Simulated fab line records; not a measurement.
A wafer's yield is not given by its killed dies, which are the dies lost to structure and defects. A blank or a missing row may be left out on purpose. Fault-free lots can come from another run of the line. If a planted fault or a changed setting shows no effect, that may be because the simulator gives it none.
Which of the tools did it? || flow gf180mcu || 6 lots with 18 wafers sampled at 3 steps, on a route of 602 steps

== WHAT THE GAUGES READ, wafer by wafer ==
GF_V1_THK_MEAS_01.
{"lot": "L598", "measured": "day 17 17:12", "on": "film metro-01", "V1_CVD_00_THK (nm)": "609 609 604"}
{"lot": "L602", "measured": "day 19 11:33", "on": "film metro-03", "V1_CVD_00_THK (nm)": "604 612 609"}
{"lot": "L604", "measured": "day 20 18:47", "on": "film metro-02", "V1_CVD_00_THK (nm)": "598 588 590"}
{"lot": "L606", "measured": "day 21 02:01", "on": "film metro-03", "V1_CVD_00_THK (nm)": "602 602 604"}
{"lot": "L610", "measured": "day 22 18:55", "on": "film metro-01", "V1_CVD_00_THK (nm)": "605 605 617"}
{"lot": "L613", "measured": "day 23 14:32", "on": "film metro-01", "V1_CVD_00_THK (nm)": "717 712 717 717 712 716"}

== EACH LOT AND THE TOOL THAT RAN IT (in order: tool; ch and the chambers of the sampled wafers; start) ==
{"lot": "L598", "GF_M1_SPUTTER_02": "pvd sputter-02, day 16 17:40", "GF_V1_CVD_00": "hdpcvd-02 ch 0,1,2, day 17 17:08"}
{"lot": "L602", "GF_M1_SPUTTER_02": "pvd sputter-03, day 18 10:55", "GF_V1_CVD_00": "hdpcvd-02 ch 0,1,2, day 19 11:28"}
{"lot": "L604", "GF_M1_SPUTTER_02": "pvd sputter-02, day 19 17:46", "GF_V1_CVD_00": "hdpcvd-01 ch 0,2, day 20 18:42"}
{"lot": "L606", "GF_M1_SPUTTER_02": "pvd sputter-02, day 20 01:22", "GF_V1_CVD_00": "hdpcvd-01 ch 0,1, day 21 01:56"}
{"lot": "L610", "GF_M1_SPUTTER_02": "pvd sputter-02, day 21 18:29", "GF_V1_CVD_00": "hdpcvd-01 ch 0,2, day 22 18:46"}
{"lot": "L613", "GF_M1_SPUTTER_02": "pvd sputter-02, day 22 15:08", "GF_V1_CVD_00": "hdpcvd-02 ch 0,1,2, day 23 14:26"}
- GF_M1_SPUTTER_02: material AlCu, target thk 450 nm, time 23.9 s.
- GF_V1_CVD_00: deposits SiO2, target thk 600 nm, time 100 s.

== THE ANSWER, worked out from the rows above alone ==
Rule: the lots themselves supply what counts as usual. The widest of any qualifying gaps counts: lots, ordered by their means at a reading, are off when they make up no more than a third of the lots, leave a main group of 4 or more, and stand apart from it by 3 or more times the standard deviation of that group's means. Not used: any main group whose means are identical at the precision the tables above print for the reading. Also off: a lot with no number at a reading for which 4 or more lots have one. All remaining lots with rows at the step are treated as sound.
Off: L613, at GF_V1_THK_MEAS_01 (V1_CVD_00_THK). Main group: mean 604 nm, sd 6.3.
If a tool, at a process step before that reading, ran all the lots that are off and no sound lot after the first of them, it fits. Those tools and the gauges at GF_V1_THK_MEAS_01 are tried in the same way. Can't be told from this: 3 tools fit, pvd sputter-02 at GF_M1_SPUTTER_02, hdpcvd-02 at GF_V1_CVD_00, film metro-01 at GF_V1_THK_MEAS_01.

== WHAT THE SIMULATOR PUT IN ==
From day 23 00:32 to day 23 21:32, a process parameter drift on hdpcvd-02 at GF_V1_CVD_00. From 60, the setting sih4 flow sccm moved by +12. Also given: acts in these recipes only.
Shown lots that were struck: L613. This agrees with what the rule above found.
